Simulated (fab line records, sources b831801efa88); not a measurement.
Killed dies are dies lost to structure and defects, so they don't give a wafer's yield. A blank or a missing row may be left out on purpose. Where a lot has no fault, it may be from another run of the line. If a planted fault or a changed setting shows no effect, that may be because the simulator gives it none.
One fault through the eyes of 2 desks + flow gf180mcu + what lay behind the numbers comes last; until then each desk has only its own

## THE TOOL OWNER'S DESK: rie diel-03
The tool's own readings at GF_V2_ETCH_17 (etches SiO2 in C4F8/O2/Ar, stops on TiN, target depth 630 nm): means of the sampled wafers that have a number, for each lot that ran on this tool. The brackets show how far a lot's mean lies from the usual mean; more than 4 standard deviations puts the lot out of limits, marked OUT.
Columns: A = oes product au at GF_V2_ETCH_17, usual 0.856 a.u.
| lot  | first seen here | A     |
|------|-----------------|-------|
| L912 | day 20 11:00    | 0.855 |
| L913 | day 20 18:00    | 0.855 |
| L916 | day 21 23:00    | 0.855 |
| L917 | day 22 09:00    | 0.856 |
| L924 | day 24 16:00    | 0.851 |
Finding of this desk: none of the 5 lots has anything out of limits.

## AT THE METROLOGY DESK
Means of the sampled wafers that have a number, per lot and without regard to the tool the lot ran on: this is what the gauges read. The brackets show how far a lot's mean lies from the usual mean; more than 4 standard deviations puts the lot out of limits, marked OUT.
Columns: A = V4_CVD_00_THK at GF_V4_THK_MEAS_01, usual 596 nm
| lot  | first seen here | A   |
|------|-----------------|-----|
| L912 | day 23 14:56    | 604 |
| L913 | day 23 21:01    | 599 |
| L914 | day 24 03:47    | 600 |
| L916 | day 25 00:28    | 598 |
| L917 | day 25 09:39    | 615 |
| L920 | day 26 09:07    | 589 |
| L924 | day 27 13:09    | 597 |
| L928 | day 28 21:35    | 600 |
| L929 | day 29 03:39    | 597 |
| L931 | day 29 15:27    | 587 |
| L933 | day 30 02:42    | 593 |
| L934 | day 30 10:27    | 606 |
Finding of this desk: none of the 12 lots has anything out of limits.

## PUT TOGETHER
The desk of the tool owner found nothing out of limits.
Nothing out of limits was seen by the metrology desk.

## WHAT HAD BEEN PUT IN BY THE SIMULATOR
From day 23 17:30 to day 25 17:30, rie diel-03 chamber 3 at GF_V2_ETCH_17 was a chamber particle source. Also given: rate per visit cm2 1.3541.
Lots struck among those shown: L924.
